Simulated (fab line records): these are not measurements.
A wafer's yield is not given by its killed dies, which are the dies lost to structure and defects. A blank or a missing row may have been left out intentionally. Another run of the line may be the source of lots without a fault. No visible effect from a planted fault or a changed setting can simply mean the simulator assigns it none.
fab line records + flow sky130 + part 2 of 2: steps 31 to 42 of 42
[record]
- lots = 5
- wafers = 15
- last_day = 49
route steps=708 shown NWELL@80 PWDE@84 VT_ADJUST_HVTP@85 VT_ADJUST_LVTN@97 VT_ADJUST_NCORE@119
lots untouched by any fault: they come from a run of this same line in which no faults occurred
start_h: the number of hours between the record's first day and the start of the first shown wafer of the lot + wait_h: hours from the lot's prior step to this one + " unchanged from the row above + L1.1+2: one row covering several wafers at once + - no value present, or no start provided + * or withheld: withheld + < > ~ a bound
route shown NAME@n: names a module that has steps shown in the file, with the first one's number in the route + usual: the fault-free wafers' mean and standard deviation + same: alike in all rows + chamber/n: place in a boat + sites: the reading at each site + _std_site: how widely they spread, as a standard deviation + _edge_site: mean of outer sites minus mean of inner sites + radius_mm: how far each site lies from the wafer's centre + mask NAME#n: copy n + behind: tool/chamber where the wafer was last shaped + hold: why the lot was held/for how many hours/how that ended + device: the n, p or np transistor that did not switch + end of line: tests of these same wafers at the route's end + where a step has no rows: the recipe by itself + killed: count of dies lost to structure and defects at first sort (not the wafer's yield) + map: the dies of a wafer, with x for killed, . for not killed, _ for no die there
set.NAME: setting as actually run; set.NAME@STEP: the setting as run at that earlier step + model.NAME: the simulator's own value behind a step, which no gauge read
certain route steps with their lots: each step a table, each wafer a row
services: a tool's chamber out of use, with start hour (start_h, from the record's first day; less than 0 if before it), hours out, and reason
[[steps]]
[step SKY_VT_ADJUST_LVTN_SOFTBAKE_14]
[recipe]
- temp_c = 90
- time_s = 60
- resist = NOVOLAK
| lot.wafer  | tool           | chamber | start_h | wait_h |
|------------|----------------|---------|---------|--------|
| L076.1+3+6 | litho_track-03 | 0       | 167.34  | 0.1    |
| L077.1+4+5 | litho_track-03 | 0       | 175.04  | 0.1    |
| L083.4+5+6 | litho_track-02 | 0       | 210.73  | 0.1    |
| L087.1+4+5 | litho_track-01 | 0       | 237.51  | 0.1    |
| L093.3+5+6 | litho_track-02 | 0       | 281.25  | 0.1    |
[step SKY_VT_ADJUST_LVTN_EXPOSE_15]
[recipe]
- mask_id = HVN_STD_DERIVED
- na = 0.6
- source_shape = conventional
- sigma_outer = 0.6
- polarization = unpolarized
- target_cd_nm = 600
- dose_mj = 163
[same]
- na = 0.6
| lot.wafer  | tool             | chamber | start_h | wait_h | mask              |
|------------|------------------|---------|---------|--------|-------------------|
| L076.1+3+6 | iline_stepper-02 | 0       | -       | -      | HVN_STD_DERIVED#0 |
| L077.1+4+5 | iline_stepper-02 | 0       | -       | -      | HVN_STD_DERIVED#0 |
| L083.4+5+6 | iline_stepper-01 | 0       | -       | -      | HVN_STD_DERIVED#0 |
| L087.1+4+5 | iline_stepper-01 | 0       | -       | -      | HVN_STD_DERIVED#0 |
| L093.3+5+6 | iline_stepper-02 | 0       | -       | -      | HVN_STD_DERIVED#0 |
[step SKY_VT_ADJUST_LVTN_PEB_16]
[recipe]
- temp_c = withheld
- time_s = *
- resist = NOVOLAK
| lot.wafer  | tool           | chamber | start_h | wait_h |
|------------|----------------|---------|---------|--------|
| L076.1+3+6 | litho_track-01 | 0       | -       | -      |
| L077.1+4+5 | litho_track-01 | 0       | -       | -      |
| L083.4+5+6 | litho_track-01 | 0       | -       | -      |
| L087.1+4+5 | litho_track-01 | 0       | -       | -      |
| L093.3+5+6 | litho_track-01 | 0       | -       | -      |
[step SKY_VT_ADJUST_LVTN_DEVELOP_17]
[recipe]
- resist = NOVOLAK
- developer = TMAH
- develop_time_s = 60
- dev_temp_c = 23
| lot.wafer  | tool           | chamber | start_h | wait_h |
|------------|----------------|---------|---------|--------|
| L076.1+3+6 | litho_track-01 | 0       | 177.56  | 0.1    |
| L077.1+4+5 | litho_track-01 | 0       | 185.31  | 0.1    |
| L083.4+5+6 | litho_track-01 | 0       | 221.39  | 0.1    |
| L087.1+4+5 | litho_track-01 | 0       | 248.41  | 0.1    |
| L093.3+5+6 | litho_track-01 | 0       | 293.41  | 0.1    |
[step SKY_VT_ADJUST_LVTN_OVL_MEAS_18]
[usual]
- VT_ADJUST_LVTN_01_OVL = -0.1/1.6
| lot.wafer | tool       | chamber | start_h | wait_h | VT_ADJUST_LVTN_01_OVL[nm] |
|-----------|------------|---------|---------|--------|---------------------------|
| L076.1    | overlay-02 | -       | 177.71  | 0.1    | -2.8                      |
| L076.3    | "          | -       | "       | "      | -0.5                      |
| L076.6    | "          | -       | "       | "      | -2.5                      |
| L077.1    | overlay-02 | -       | 185.46  | 0.1    | 1.4                       |
| L077.4    | "          | -       | "       | "      | 1.9                       |
| L077.5    | "          | -       | "       | "      | 2.6                       |
| L083.4    | overlay-02 | -       | 221.48  | 0.1    | -0.4                      |
| L083.5    | "          | -       | "       | "      | 0.2                       |
| L083.6    | "          | -       | "       | "      | 2.0                       |
| L087.1    | overlay-02 | -       | 248.56  | 0.1    | -3.0                      |
| L087.4    | "          | -       | "       | "      | -2.0                      |
| L087.5    | "          | -       | "       | "      | -1.7                      |
| L093.3    | overlay-02 | -       | 293.52  | 0.1    | 2.7                       |
| L093.5    | "          | -       | "       | "      | 3.7                       |
| L093.6    | "          | -       | "       | "      | 1.7                       |
[step SKY_VT_ADJUST_LVTN_IMPLANT_19]
[recipe]
- species = B
- energy_kev = 30
- dose_cm2 = 6.5e+11
- tilt_deg = withheld
[usual]
- end_station_pressure_torr = 5.01e-06/2.7e-07
| lot.wafer | tool         | chamber | start_h | wait_h | end_station_pressure_torr |
|-----------|--------------|---------|---------|--------|---------------------------|
| L076.1    | implanter-04 | 0       | 177.75  | 0.0    | 4.82e-06                  |
| L076.3    | "            | 0       | "       | "      | 4.96e-06                  |
| L076.6    | "            | 0       | "       | "      | 4.7e-06                   |
| L077.1    | implanter-03 | 0       | 185.50  | 0.0    | 5.02e-06                  |
| L077.4    | "            | 0       | "       | "      | 5.46e-06                  |
| L077.5    | "            | 0       | "       | "      | 5.14e-06                  |
| L083.4    | implanter-04 | 0       | 221.57  | 0.1    | 5.37e-06                  |
| L083.5    | "            | 0       | "       | "      | 4.7e-06                   |
| L083.6    | "            | 0       | "       | "      | 4.86e-06                  |
| L087.1    | implanter-04 | 0       | 248.60  | 0.0    | 5.4e-06                   |
| L087.4    | "            | 0       | "       | "      | 4.77e-06                  |
| L087.5    | "            | 0       | "       | "      | 5.01e-06                  |
| L093.3    | implanter-03 | 0       | 293.60  | 0.1    | 4.94e-06                  |
| L093.5    | "            | 0       | "       | "      | 5.17e-06                  |
| L093.6    | "            | 0       | "       | "      | 4.67e-06                  |
[step SKY_VT_ADJUST_LVTN_STRIP_20]
[recipe]
- chemistry = O2/N2
- power_w = 1400
- pressure_mtorr = 1500
- platen_temp_c = withheld
- o2_flow_sccm = 3000
- n2_flow_sccm = 300
- overash_fraction = 0.5
[usual]
- drypump_motor_current_A = 5.8/0.41
- oes_product_au = 0.716/0.0046
- strip_time_to_endpoint_s = 14.19/0.042
| lot.wafer | tool            | chamber | start_h | wait_h | drypump_motor_current_A | oes_product_au | rf_hours_counter_h | strip_time_to_endpoint_s |
|-----------|-----------------|---------|---------|--------|-------------------------|----------------|--------------------|--------------------------|
| L076.1    | plasma_asher-02 | 0       | 177.90  | 0.1    | 5.9                     | 0.719          | 6                  | 14.20                    |
| L076.3    | "               | 0       | "       | "      | 5.9                     | 0.721          | -                  | 14.21                    |
| L076.6    | "               | 1       | "       | "      | 5.9                     | 0.715          | -                  | 14.21                    |
| L077.1    | plasma_asher-02 | 1       | 185.65  | 0.1    | 5.9                     | 0.720          | 6                  | 14.27                    |
| L077.4    | "               | 1       | "       | "      | 5.9                     | 0.711          | -                  | 14.24                    |
| L077.5    | "               | 1       | "       | "      | 5.9                     | 0.723          | -                  | 14.22                    |
| L083.4    | plasma_asher-01 | 1       | 221.68  | 0.1    | 5.1                     | 0.702          | -                  | 14.20                    |
| L083.5    | "               | 1       | "       | "      | 5.1                     | 0.719          | -                  | 14.20                    |
| L083.6    | "               | 0       | "       | "      | 5.5                     | 0.717          | -                  | 14.20                    |
| L087.1    | plasma_asher-03 | 0       | 248.75  | 0.1    | 6.5                     | 0.722          | 57                 | 14.16                    |
| L087.4    | "               | 1       | "       | "      | 6.0                     | 0.725          | -                  | 14.17                    |
| L087.5    | "               | 0       | "       | "      | 6.6                     | 0.711          | -                  | 14.17                    |
| L093.3    | plasma_asher-01 | 1       | 293.73  | 0.1    | 5.2                     | 0.720          | -                  | 14.19                    |
| L093.5    | "               | 0       | "       | "      | 5.5                     | 0.719          | -                  | 14.20                    |
| L093.6    | "               | 1       | "       | "      | 5.2                     | 0.707          | -                  | 14.24                    |
[step SKY_VT_ADJUST_LVTN_TW_MEAS_21]
[usual]
- VT_ADJUST_LVTN_2_TW = 187.3/1.6
| lot.wafer | tool          | chamber | start_h | wait_h | VT_ADJUST_LVTN_2_TW |
|-----------|---------------|---------|---------|--------|---------------------|
| L076.1    | film_metro-04 | -       | 178.00  | 0.1    | 187.5               |
| L076.3    | "             | -       | "       | "      | 186.9               |
| L076.6    | "             | -       | "       | "      | 187.2               |
| L077.1    | film_metro-04 | -       | 185.75  | 0.1    | 187.3               |
| L077.4    | "             | -       | "       | "      | 186.7               |
| L077.5    | "             | -       | "       | "      | 186.8               |
| L083.4    | film_metro-01 | -       | 221.78  | 0.1    | 189.2               |
| L083.5    | "             | -       | "       | "      | 189.6               |
| L083.6    | "             | -       | "       | "      | 189.4               |
| L087.1    | film_metro-04 | -       | 248.85  | 0.1    | 187.1               |
| L087.4    | "             | -       | "       | "      | 187.6               |
| L087.5    | "             | -       | "       | "      | 186.7               |
| L093.3    | film_metro-03 | -       | 293.82  | 0.1    | 186.3               |
| L093.5    | "             | -       | "       | "      | 185.2               |
| L093.6    | "             | -       | "       | "      | 186.5               |
[step SKY_VT_ADJUST_NCORE_DEHYDRATE_00]
[recipe]
- temp_c = 200
- time_s = 60
| lot.wafer  | tool           | chamber | start_h | wait_h |
|------------|----------------|---------|---------|--------|
| L076.1+3+6 | litho_track-01 | 0       | 187.76  | 9.8    |
| L077.1+4+5 | litho_track-02 | 0       | 196.05  | 10.3   |
| L083.4+5+6 | litho_track-02 | 0       | 232.23  | 10.4   |
| L087.1+4+5 | litho_track-04 | 0       | 259.49  | 10.6   |
| L093.3+5+6 | litho_track-01 | 0       | 306.16  | 12.3   |
[step SKY_VT_ADJUST_NCORE_HMDS_01]
[recipe]
- prime_time_s = 60
- prime_temp_c = 120
| lot.wafer  | tool           | chamber | start_h | wait_h |
|------------|----------------|---------|---------|--------|
| L076.1+3+6 | litho_track-01 | 0       | 187.91  | 0.1    |
| L077.1+4+5 | litho_track-02 | 0       | 196.20  | 0.1    |
| L083.4+5+6 | litho_track-02 | 0       | 232.38  | 0.1    |
| L087.1+4+5 | litho_track-04 | 0       | 259.64  | 0.1    |
| L093.3+5+6 | litho_track-01 | 0       | 306.31  | 0.1    |
[step SKY_VT_ADJUST_NCORE_COAT_02]
[recipe]
- resist = NOVOLAK
- spin_rpm = 3000
- resist_thk_nm = 1140
[usual]
- dispense_pressure_kPa = 50.6/0.34
- spin_speed_rpm = 3000.1/1.9
| lot.wafer | tool           | chamber | start_h | wait_h | dispense_pressure_kPa | spin_speed_rpm |
|-----------|----------------|---------|---------|--------|-----------------------|----------------|
| L076.1    | litho_track-01 | 0       | 188.06  | 0.1    | 50.5                  | 3000.3         |
| L076.3    | "              | 0       | "       | "      | 50.5                  | 2996.6         |
| L076.6    | "              | 0       | "       | "      | 50.5                  | 3001.0         |
| L077.1    | litho_track-02 | 0       | 196.35  | 0.1    | 51.3                  | 3000.0         |
| L077.4    | "              | 0       | "       | "      | 51.3                  | 3000.0         |
| L077.5    | "              | 0       | "       | "      | 51.3                  | 2998.7         |
| L083.4    | litho_track-02 | 0       | 232.53  | 0.1    | 51.3                  | 3001.7         |
| L083.5    | "              | 0       | "       | "      | 51.3                  | 2999.1         |
| L083.6    | "              | 0       | "       | "      | 51.3                  | 2999.3         |
| L087.1    | litho_track-04 | 0       | 259.79  | 0.1    | 50.4                  | 3004.2         |
| L087.4    | "              | 0       | "       | "      | 50.4                  | 3003.4         |
| L087.5    | "              | 0       | "       | "      | 50.4                  | 2999.8         |
| L093.3    | litho_track-01 | 0       | 306.46  | 0.1    | 50.5                  | 3001.5         |
| L093.5    | "              | 0       | "       | "      | 50.5                  | 3000.6         |
| L093.6    | "              | 0       | "       | "      | 50.5                  | 3000.4         |
[step SKY_VT_ADJUST_NCORE_SOFTBAKE_03]
[recipe]
- temp_c = 90
- time_s = 60
- resist = NOVOLAK
| lot.wafer  | tool           | chamber | start_h | wait_h |
|------------|----------------|---------|---------|--------|
| L076.1+3+6 | litho_track-01 | 0       | 188.21  | 0.1    |
| L077.1+4+5 | litho_track-02 | 0       | 196.50  | 0.1    |
| L083.4+5+6 | litho_track-02 | 0       | 232.68  | 0.1    |
| L087.1+4+5 | litho_track-04 | 0       | 259.94  | 0.1    |
| L093.3+5+6 | litho_track-01 | 0       | 306.61  | 0.1    |
[[services]]
| tool             | chamber | start_h | hours | kind       |
|------------------|---------|---------|-------|------------|
| plasma_asher-03  | -       | 107.53  | 14.6  | pm         |
| plasma_asher-02  | -       | 108.75  | 9.0   | pm         |
| plasma_asher-02  | 0       | 108.75  | 9.0   | vent_cycle |
| plasma_asher-02  | 1       | 108.75  | 9.0   | vent_cycle |
| plasma_asher-02  | 0       | 117.75  | -     | clean      |
| plasma_asher-02  | 1       | 117.75  | -     | clean      |
| plasma_asher-04  | -       | 131.09  | 0.3   | repair     |
| implanter-02     | -       | 136.20  | 16.9  | pm         |
| implanter-04     | -       | 158.88  | 4.1   | pm         |
| plasma_asher-02  | -       | 193.56  | 0.6   | repair     |
| plasma_asher-04  | -       | 201.56  | 1.4   | repair     |
| plasma_asher-04  | -       | 205.25  | 5.7   | repair     |
| iline_stepper-02 | -       | 227.56  | 1.7   | pm         |
| implanter-03     | -       | 233.18  | 3.6   | repair     |
| implanter-04     | -       | 258.09  | 2.3   | repair     |
| plasma_asher-03  | -       | 260.79  | 0.9   | repair     |
| implanter-04     | -       | 261.85  | 107.5 | pm         |
| iline_stepper-01 | -       | 273.31  | 11.3  | repair     |
| implanter-02     | -       | 286.46  | 3.3   | pm         |
| iline_stepper-01 | -       | 288.54  | 1.7   | pm         |
| rtp_anneal-01    | -       | 289.60  | 3.9   | pm         |
| implanter-03     | -       | 298.80  | 1.7   | repair     |
| wet_bench-02     | -       | 300.57  | 2.0   | repair     |
